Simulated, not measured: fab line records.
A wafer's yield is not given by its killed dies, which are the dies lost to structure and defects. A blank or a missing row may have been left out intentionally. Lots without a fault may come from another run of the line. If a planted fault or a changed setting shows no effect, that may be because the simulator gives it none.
Matching of chambers || flow gf180mcu || GF_V5_CMP_04 on cmp-01: 4 sister chambers
The step polishes SiO2. 18 wafers are shown with their chamber, then 9 later ones without.

== WAFERS PAIRED WITH THEIR CHAMBERS ==
{"wafer": "L756.1", "chamber": 1, "motor_current_A (A)": 11.5}
{"wafer": "L756.5", "chamber": 3, "motor_current_A (A)": 11.4}
{"wafer": "L756.6", "chamber": 0, "motor_current_A (A)": 11.0}
{"wafer": "L757.4", "chamber": 0, "motor_current_A (A)": 10.8}
{"wafer": "L757.5", "chamber": 2, "motor_current_A (A)": 11.4}
{"wafer": "L757.6", "chamber": 3, "motor_current_A (A)": 11.7}
{"wafer": "L758.2", "chamber": 3, "motor_current_A (A)": 11.4}
{"wafer": "L758.3", "chamber": 1, "motor_current_A (A)": 11.5}
{"wafer": "L758.5", "chamber": 0, "motor_current_A (A)": 11.1}
{"wafer": "L760.3", "chamber": 2, "motor_current_A (A)": 11.6}
{"wafer": "L760.5", "chamber": 3, "motor_current_A (A)": 11.3}
{"wafer": "L760.6", "chamber": 0, "motor_current_A (A)": 10.7}
{"wafer": "L770.2", "chamber": 3, "motor_current_A (A)": 10.7}
{"wafer": "L770.3", "chamber": 2, "motor_current_A (A)": 11.3}
{"wafer": "L770.5", "chamber": 3, "motor_current_A (A)": 11.0}
{"wafer": "L772.2", "chamber": 3, "motor_current_A (A)": 11.3}
{"wafer": "L772.4", "chamber": 2, "motor_current_A (A)": 11.5}
{"wafer": "L772.5", "chamber": 0, "motor_current_A (A)": 11.2}

SIGNATURES, as means of the wafers listed above
{"reading": "motor_current_A", "chamber 0": 10.960, "chamber 1": 11.500, "chamber 2": 11.450, "chamber 3": 11.257, "scatter within a chamber": 0.245}
Rule: a wafer lies at a distance from a chamber equal to the root of the sum of squares, over the readings, of (its reading less the chamber's mean, divided by the reading's scatter). If the next closest chamber is less than 2 further off than the closest, the wafer can't be placed; otherwise it belongs to the closest. How the scatter is found: for the shown wafers, subtract from each reading the mean of its chamber, square and add these, divide the total by (wafers less chambers), then take the root.

== WAFERS WITH NO CHAMBER GIVEN ==
{"wafer": "L775.2", "motor_current_A (A)": 11.3}
{"wafer": "L775.4", "motor_current_A (A)": 11.7}
{"wafer": "L775.5", "motor_current_A (A)": 12.1}
{"wafer": "L774.2", "motor_current_A (A)": 11.2}
{"wafer": "L774.4", "motor_current_A (A)": 11.3}
{"wafer": "L774.6", "motor_current_A (A)": 11.4}
{"wafer": "L776.2", "motor_current_A (A)": 10.9}
{"wafer": "L776.5", "motor_current_A (A)": 10.7}
{"wafer": "L776.6", "motor_current_A (A)": 11.2}

== CHAMBER TAKEN BY EACH ==
{"wafer": "L775.2", "from the rows above": "can't be placed: 3 or 2 or 1 or 0", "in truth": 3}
{"wafer": "L775.4", "from the rows above": "can't be placed: 1 or 2 or 3", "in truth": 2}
{"wafer": "L775.5", "from the rows above": "can't be placed: 1 or 2 or 3", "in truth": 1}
{"wafer": "L774.2", "from the rows above": "can't be placed: 3 or 0 or 2 or 1", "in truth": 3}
{"wafer": "L774.4", "from the rows above": "can't be placed: 3 or 2 or 1 or 0", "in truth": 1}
{"wafer": "L774.6", "from the rows above": "can't be placed: 2 or 1 or 3 or 0", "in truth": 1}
{"wafer": "L776.2", "from the rows above": "can't be placed: 0 or 3", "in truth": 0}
{"wafer": "L776.5", "from the rows above": "can't be placed: 0 or 3", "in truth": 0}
{"wafer": "L776.6", "from the rows above": "can't be placed: 3 or 0 or 2 or 1", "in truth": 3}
Correctly placed: 0 of 9. Cannot be placed on the basis of these rows: 9; the candidates contain the true chamber in 9. 0 placed wrongly.
